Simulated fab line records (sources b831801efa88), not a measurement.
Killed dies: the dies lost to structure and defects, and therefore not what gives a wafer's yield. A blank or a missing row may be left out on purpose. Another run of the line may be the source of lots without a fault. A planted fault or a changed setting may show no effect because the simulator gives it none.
Which tool is to blame? -- flow sky130 -- 11 lots with 33 wafers sampled at 3 steps, on a route of 708 steps

== WHAT EACH GAUGE READ, for each wafer ==
SKY_PWDE_TW_MEAS_10. Usual: PWDE_TW gives 375 (standard deviation 4.6).
lot,measured,on,PWDE_TW,flag
L113,day 3 20:36,film metro-03,380 378 378,
L114,day 4 02:54,film metro-03,377 376 378,
L116,day 4 13:18,film metro-02,377 378 377,
L118,day 5 00:22,film metro-03,381 381 378,
L119,day 5 07:44,film metro-02,374 372 375,
L120,day 5 16:25,film metro-02,376 377 376,
L130,day 8 00:06,film metro-01,285 285 285 287 283 285,OFF
L132,day 8 08:09,film metro-03,377 379 377,
L133,day 8 12:16,film metro-02,288 287 288 288 288 288,OFF
L134,day 8 16:37,film metro-01,370 370 369,
L136,day 9 13:20,film metro-01,368 368 365,

SKY_NWELL_RS_MEAS_31: uses a four-point probe to measure. Usual: PWDE_RS gives 5274 ohm/sq (standard deviation 19).
lot,measured,on,PWDE_RS (ohm/sq),flag
L113,day 5 07:10,film metro-03,5297 5300 5293,
L114,day 5 14:16,film metro-02,5274 5280 5282,
L116,day 6 01:32,film metro-03,5241 5245 5239,
L118,day 6 12:18,film metro-02,5291 5281 5279,
L119,day 6 22:39,film metro-02,5282 5271 5282,
L120,day 7 08:13,film metro-01,5271 5261 5263,
L130,day 9 18:52,film metro-01,10912 10975 10927 10933 10972 10935,OFF
L132,day 10 03:39,film metro-03,5310 5298 5315,
L133,day 10 08:29,film metro-03,10954 10965 10954 10945 10993 10986,OFF
L134,day 10 13:39,film metro-03,5232 5227 5237,
L136,day 11 11:36,film metro-01,5279 5294 5279,

== WHICH TOOL RAN EACH LOT (tool, then ch and the chambers of the sampled wafers, then the start) ==
lot,SKY_PWDE_IMPLANT_08
L113,"implanter-02 ch 0, day 3 20:22"
L114,"implanter-02 ch 0, day 4 02:39"
L116,"implanter-02 ch 0, day 4 13:04"
L118,"implanter-04 ch 0, day 5 00:07"
L119,"implanter-04 ch 0, day 5 07:31"
L120,"implanter-02 ch 0, day 5 16:11"
L130,"implanter-02 ch 0, day 7 23:51"
L132,"implanter-04 ch 0, day 8 07:54"
L133,"implanter-02 ch 0, day 8 12:01"
L134,"implanter-01 ch 0, day 8 16:23"
L136,"implanter-04 ch 0, day 9 13:05"
- SKY_PWDE_IMPLANT_08

== AS READ BY THE TOOLS THEMSELVES (means over the sampled wafers that have a number; for cases with no such wafer, the mark the record gives instead) ==
SKY_PWDE_IMPLANT_08. Usual: dose ions cm2 3.6e+12, standard deviation 3.6e+09; faraday current uA 20.3, standard deviation 0.39.
lot,tool,dose ions cm2,faraday current uA,flag
L113,implanter-02,3.6e+12,20.6,
L114,implanter-02,3.6e+12,20.1,
L116,implanter-02,3.6e+12,20.5,
L118,implanter-04,3.6e+12,20.3,
L119,implanter-04,3.6e+12,20.4,
L120,implanter-02,3.6e+12,19.9,
L130,implanter-02,1.5e+12,8.4,OFF
L132,implanter-04,3.6e+12,20.3,
L133,implanter-02,1.5e+12,8.8,OFF
L134,implanter-01,3.6e+12,20.6,
L136,implanter-04,3.6e+12,20.3,

== THE ANSWER, worked out from the rows above alone ==
Rule: take the mean of a lot's wafers that have a number; if it is more than 3 standard deviations from the usual mean, the lot is off. A lot without any number at a reading at which 4 lots or more have one is off too. The other lots that the step has rows for count as sound. The gauges are gone through in route order, then the tools' own readings, and for those a lot's mean is taken as printed above. The first step at which some lot is off is used, and at that step the reading that is off furthest; a lot without a number counts as furthest.
Off: L130, L133, seen at SKY_PWDE_TW_MEAS_10 (PWDE_TW).
A tool fits if, at a process step before that reading, it ran every lot that is off, and no sound lot after the first of them. Not tried: the gauges at SKY_PWDE_TW_MEAS_10; whatever is off there is also off at SKY_PWDE_IMPLANT_08, on other tools, and gauge error can't account for it. One candidate fits, namely implanter-02 at SKY_PWDE_IMPLANT_08. A fault onset in the window from L120 (day 5 16:11, its last sound lot) to L130 (day 7 23:51, its first lot off) fits.
The tool's own readings at SKY_PWDE_IMPLANT_08 bear it out: on the lots that are off they differ by more than 5 times the standard deviation of the sound lots' means. dose ions cm2 reads 1.5e+12 there against 3.6e+12 on the sound lots; faraday current uA reads 8.6 there against 20.3 on the sound lots.

== WHAT THE SIMULATOR HAD INSERTED ==
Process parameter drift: implanter-02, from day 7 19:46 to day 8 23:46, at SKY_PWDE_IMPLANT_08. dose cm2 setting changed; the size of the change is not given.
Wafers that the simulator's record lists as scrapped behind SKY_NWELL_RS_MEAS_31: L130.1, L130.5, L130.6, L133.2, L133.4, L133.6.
Lots struck among those shown: L130, L133. Same finding as the rule above.
